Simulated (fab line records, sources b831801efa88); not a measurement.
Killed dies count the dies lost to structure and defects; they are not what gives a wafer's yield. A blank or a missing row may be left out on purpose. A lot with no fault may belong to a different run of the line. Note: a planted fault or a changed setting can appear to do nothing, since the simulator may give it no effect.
What tool caused it? / flow sky130 / 13 lots, 39 wafers sampled, at 4 steps of a route of 708

## WHAT THE GAUGES READ, wafer by wafer
SKY_VT_ADJUST_HVTR_CD_MEAS_07 targets a cd of 380 nm. Usual: cd_nm at 379.8 nm, with a standard deviation of 2.6.
lot=L130; measured=day 9 12:06; on=cd_sem-01; cd_nm (nm)=376.3 377.6 378.8; flag=
lot=L131; measured=day 9 14:38; on=cd_sem-02; cd_nm (nm)=380.8 378.9 380.9; flag=
lot=L132; measured=day 10 02:41; on=cd_sem-02; cd_nm (nm)=384.1 384.6 383.8; flag=
lot=L134; measured=day 10 17:26; on=cd_sem-02; cd_nm (nm)=375.2 377.2 379.4; flag=
lot=L136; measured=day 11 09:57; on=cd_sem-02; cd_nm (nm)=379.1 378.2 377.4; flag=
lot=L138; measured=day 11 22:47; on=cd_sem-02; cd_nm (nm)=376.2 377.1 377.8; flag=
lot=L139; measured=day 12 02:36; on=cd_sem-01; cd_nm (nm)=376.9 379.5 375.9; flag=
lot=L140; measured=day 12 10:48; on=cd_sem-01; cd_nm (nm)=380.3 379.8 382.1; flag=
lot=L148; measured=day 15 09:25; on=cd_sem-02; cd_nm (nm)=382.9 384.4 385.2; flag=
lot=L149; measured=day 15 11:43; on=cd_sem-01; cd_nm (nm)=383.7 384.1 381.5; flag=
lot=L151; measured=day 16 03:00; on=cd_sem-02; cd_nm (nm)=382.7 383.3 382.1; flag=
lot=L152; measured=day 16 06:32; on=cd_sem-02; cd_nm (nm)=379.4 379.2 378.6; flag=
lot=L153; measured=day 16 14:17; on=cd_sem-01; cd_nm (nm)=379.3 380.2 381.2; flag=

SKY_VT_ADJUST_PCH_TW_MEAS_10. Usual: VT_ADJUST_PCH_TW typically reads 143.0, with standard deviation 2.3.
lot=L130; measured=day 10 11:13; on=film_metro-01; VT_ADJUST_PCH_TW=145.8 146.4 145.9; flag=
lot=L131; measured=day 10 13:34; on=film_metro-02; VT_ADJUST_PCH_TW=142.2 142.4 142.0; flag=
lot=L132; measured=day 11 01:43; on=film_metro-04; VT_ADJUST_PCH_TW=140.9 140.1 140.6; flag=
lot=L134; measured=day 11 18:05; on=film_metro-02; VT_ADJUST_PCH_TW=142.9 142.0 142.0; flag=
lot=L136; measured=day 12 10:58; on=film_metro-01; VT_ADJUST_PCH_TW=146.1 146.5 146.5; flag=
lot=L138; measured=day 13 00:22; on=film_metro-02; VT_ADJUST_PCH_TW=142.3 142.4 142.8; flag=
lot=L139; measured=day 13 03:36; on=film_metro-01; VT_ADJUST_PCH_TW=144.4 144.8 144.9; flag=
lot=L140; measured=day 13 12:45; on=film_metro-01; VT_ADJUST_PCH_TW=144.7 145.2 145.0; flag=
lot=L148; measured=day 16 13:11; on=film_metro-02; VT_ADJUST_PCH_TW=142.0 142.1 142.3; flag=
lot=L149; measured=day 16 15:53; on=film_metro-02; VT_ADJUST_PCH_TW=140.5 142.3 141.4; flag=
lot=L151; measured=day 17 07:46; on=film_metro-04; VT_ADJUST_PCH_TW=140.2 140.9 140.6; flag=
lot=L152; measured=day 17 11:19; on=film_metro-01; VT_ADJUST_PCH_TW=146.0 145.0 145.4; flag=
lot=L153; measured=day 17 19:34; on=film_metro-04; VT_ADJUST_PCH_TW=139.6 140.2 139.4; flag=

## EACH LOT AND THE TOOL THAT RAN IT (in order: tool; ch and the chambers of the sampled wafers; start)
lot=L130; SKY_VT_ADJUST_NCORE_STRIP_10=plasma_asher-02 ch 0,1, day 8 14:58; SKY_VT_ADJUST_HVTR_DEVELOP_06=litho_track-01 ch 0, day 9 11:57
lot=L131; SKY_VT_ADJUST_NCORE_STRIP_10=plasma_asher-01 ch 0, day 8 17:44; SKY_VT_ADJUST_HVTR_DEVELOP_06=litho_track-02 ch 0, day 9 14:29
lot=L132; SKY_VT_ADJUST_NCORE_STRIP_10=plasma_asher-01 ch 0, day 9 05:18; SKY_VT_ADJUST_HVTR_DEVELOP_06=litho_track-02 ch 0, day 10 02:32
lot=L134; SKY_VT_ADJUST_NCORE_STRIP_10=plasma_asher-03 ch 0,1, day 9 19:14; SKY_VT_ADJUST_HVTR_DEVELOP_06=litho_track-02 ch 0, day 10 17:17
lot=L136; SKY_VT_ADJUST_NCORE_STRIP_10=plasma_asher-03 ch 0, day 10 10:42; SKY_VT_ADJUST_HVTR_DEVELOP_06=litho_track-01 ch 0, day 11 09:48
lot=L138; SKY_VT_ADJUST_NCORE_STRIP_10=plasma_asher-03 ch 0,1, day 10 23:39; SKY_VT_ADJUST_HVTR_DEVELOP_06=litho_track-02 ch 0, day 11 22:38
lot=L139; SKY_VT_ADJUST_NCORE_STRIP_10=plasma_asher-02 ch 0,1, day 11 03:14; SKY_VT_ADJUST_HVTR_DEVELOP_06=litho_track-01 ch 0, day 12 02:27
lot=L140; SKY_VT_ADJUST_NCORE_STRIP_10=plasma_asher-03 ch 0,1, day 11 10:34; SKY_VT_ADJUST_HVTR_DEVELOP_06=litho_track-01 ch 0, day 12 10:39
lot=L148; SKY_VT_ADJUST_NCORE_STRIP_10=plasma_asher-02 ch 0,1, day 14 06:58; SKY_VT_ADJUST_HVTR_DEVELOP_06=litho_track-01 ch 0, day 15 09:10
lot=L149; SKY_VT_ADJUST_NCORE_STRIP_10=plasma_asher-02 ch 1, day 14 09:40; SKY_VT_ADJUST_HVTR_DEVELOP_06=litho_track-01 ch 0, day 15 11:34
lot=L151; SKY_VT_ADJUST_NCORE_STRIP_10=plasma_asher-02 ch 0,1, day 15 00:29; SKY_VT_ADJUST_HVTR_DEVELOP_06=litho_track-01 ch 0, day 16 02:51
lot=L152; SKY_VT_ADJUST_NCORE_STRIP_10=plasma_asher-02 ch 0, day 15 03:39; SKY_VT_ADJUST_HVTR_DEVELOP_06=litho_track-03 ch 0, day 16 06:23
lot=L153; SKY_VT_ADJUST_NCORE_STRIP_10=plasma_asher-02 ch 0,1, day 15 11:01; SKY_VT_ADJUST_HVTR_DEVELOP_06=litho_track-02 ch 0, day 16 14:08
- SKY_VT_ADJUST_NCORE_STRIP_10: strips in O2/N2.
- SKY_VT_ADJUST_HVTR_DEVELOP_06: develop time 60 s.

## AS READ BY THE TOOLS THEMSELVES (means over the sampled wafers that have a number; for cases with no such wafer, the mark the record gives instead)
SKY_VT_ADJUST_NCORE_STRIP_10. Usual: chamber_pressure_mTorr 1500.2 mTorr, standard deviation 1.3; drypump_motor_current_A 5.6 A, standard deviation 0.42; oes_product_au 0.716 a.u., standard deviation 0.005; strip_time_to_endpoint_s 14.22 s, standard deviation 0.037.
lot=L130; tool=plasma_asher-02; chamber_pressure_mTorr (mTorr)=1500.0; drypump_motor_current_A (A)=5.5; oes_product_au (a.u.)=0.720; strip_time_to_endpoint_s (s)=14.21; flag=
lot=L131; tool=plasma_asher-01; chamber_pressure_mTorr (mTorr)=1500.5; drypump_motor_current_A (A)=5.8; oes_product_au (a.u.)=0.718; strip_time_to_endpoint_s (s)=14.21; flag=
lot=L132; tool=plasma_asher-01; chamber_pressure_mTorr (mTorr)=1500.2; drypump_motor_current_A (A)=5.8; oes_product_au (a.u.)=0.715; strip_time_to_endpoint_s (s)=14.21; flag=
lot=L134; tool=plasma_asher-03; chamber_pressure_mTorr (mTorr)=1500.2; drypump_motor_current_A (A)=6.0; oes_product_au (a.u.)=0.716; strip_time_to_endpoint_s (s)=14.22; flag=
lot=L136; tool=plasma_asher-03; chamber_pressure_mTorr (mTorr)=1500.4; drypump_motor_current_A (A)=6.4; oes_product_au (a.u.)=0.711; strip_time_to_endpoint_s (s)=14.24; flag=
lot=L138; tool=plasma_asher-03; chamber_pressure_mTorr (mTorr)=1499.0; drypump_motor_current_A (A)=6.0; oes_product_au (a.u.)=0.713; strip_time_to_endpoint_s (s)=14.26; flag=
lot=L139; tool=plasma_asher-02; chamber_pressure_mTorr (mTorr)=1500.4; drypump_motor_current_A (A)=5.6; oes_product_au (a.u.)=0.715; strip_time_to_endpoint_s (s)=14.23; flag=
lot=L140; tool=plasma_asher-03; chamber_pressure_mTorr (mTorr)=1499.6; drypump_motor_current_A (A)=5.5; oes_product_au (a.u.)=0.714; strip_time_to_endpoint_s (s)=14.23; flag=
lot=L148; tool=plasma_asher-02; chamber_pressure_mTorr (mTorr)=1500.6; drypump_motor_current_A (A)=5.6; oes_product_au (a.u.)=0.718; strip_time_to_endpoint_s (s)=14.20; flag=
lot=L149; tool=plasma_asher-02; chamber_pressure_mTorr (mTorr)=1500.2; drypump_motor_current_A (A)=5.4; oes_product_au (a.u.)=0.715; strip_time_to_endpoint_s (s)=14.20; flag=
lot=L151; tool=plasma_asher-02; chamber_pressure_mTorr (mTorr)=1501.3; drypump_motor_current_A (A)=5.6; oes_product_au (a.u.)=0.715; strip_time_to_endpoint_s (s)=14.24; flag=
lot=L152; tool=plasma_asher-02; chamber_pressure_mTorr (mTorr)=1500.9; drypump_motor_current_A (A)=5.7; oes_product_au (a.u.)=0.716; strip_time_to_endpoint_s (s)=14.14; flag=
lot=L153; tool=plasma_asher-02; chamber_pressure_mTorr (mTorr)=1499.7; drypump_motor_current_A (A)=5.5; oes_product_au (a.u.)=0.714; strip_time_to_endpoint_s (s)=14.19; flag=

SKY_VT_ADJUST_HVTR_DEVELOP_06. Usual: developer_temp_C at 22.99 C, with a standard deviation of 0.11.
lot=L130; tool=litho_track-01; developer_temp_C (C)=22.97; flag=
lot=L131; tool=litho_track-02; developer_temp_C (C)=23.01; flag=
lot=L132; tool=litho_track-02; developer_temp_C (C)=23.01; flag=
lot=L134; tool=litho_track-02; developer_temp_C (C)=22.97; flag=
lot=L136; tool=litho_track-01; developer_temp_C (C)=22.93; flag=
lot=L138; tool=litho_track-02; developer_temp_C (C)=22.99; flag=
lot=L139; tool=litho_track-01; developer_temp_C (C)=23.19; flag=
lot=L140; tool=litho_track-01; developer_temp_C (C)=22.99; flag=
lot=L148; tool=litho_track-01; developer_temp_C (C)=22.09; flag=OFF
lot=L149; tool=litho_track-01; developer_temp_C (C)=22.14; flag=OFF
lot=L151; tool=litho_track-01; developer_temp_C (C)=21.93; flag=OFF
lot=L152; tool=litho_track-03; developer_temp_C (C)=22.96; flag=
lot=L153; tool=litho_track-02; developer_temp_C (C)=22.95; flag=

## THE ANSWER, worked out from the rows above alone
Rule: a lot counts as off when the mean over its wafers that have a number is more than 3 standard deviations away from the usual mean. Also off: a lot with no number at a reading for which 4 or more lots have one. The other lots that the step has rows for count as sound. Order of review: gauges by route order, followed by the tools' own readings, for which a lot's mean as printed above is used. At the first step where some lot is off, the reading lying furthest off is the one used; lots without a number count as furthest.
Off: L148, L149, L151, at SKY_VT_ADJUST_HVTR_DEVELOP_06 (developer_temp_C).
If a tool, at that step or one of the process steps before it, ran each lot that is off and ran no sound lot following the first of them, it fits. One candidate fits, namely litho_track-01 at SKY_VT_ADJUST_HVTR_DEVELOP_06. A fault onset in the window from L140 (day 12 10:39, its last sound lot) to L148 (day 15 09:10, its first lot off) fits.
On the lots that are off, the tool's own readings at SKY_VT_ADJUST_HVTR_DEVELOP_06 differ by more than 5 times the standard deviation of the sound lots' means, which bears it out; developer_temp_C reads 22.05 C there versus 23.00 C on the sound lots.

## WHAT THE SIMULATOR HAD PUT IN
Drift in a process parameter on litho_track-01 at SKY_VT_ADJUST_HVTR_DEVELOP_06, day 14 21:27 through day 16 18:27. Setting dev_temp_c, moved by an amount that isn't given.
Struck lots among those shown: L148, L149, L151. The same result came from the rule above.
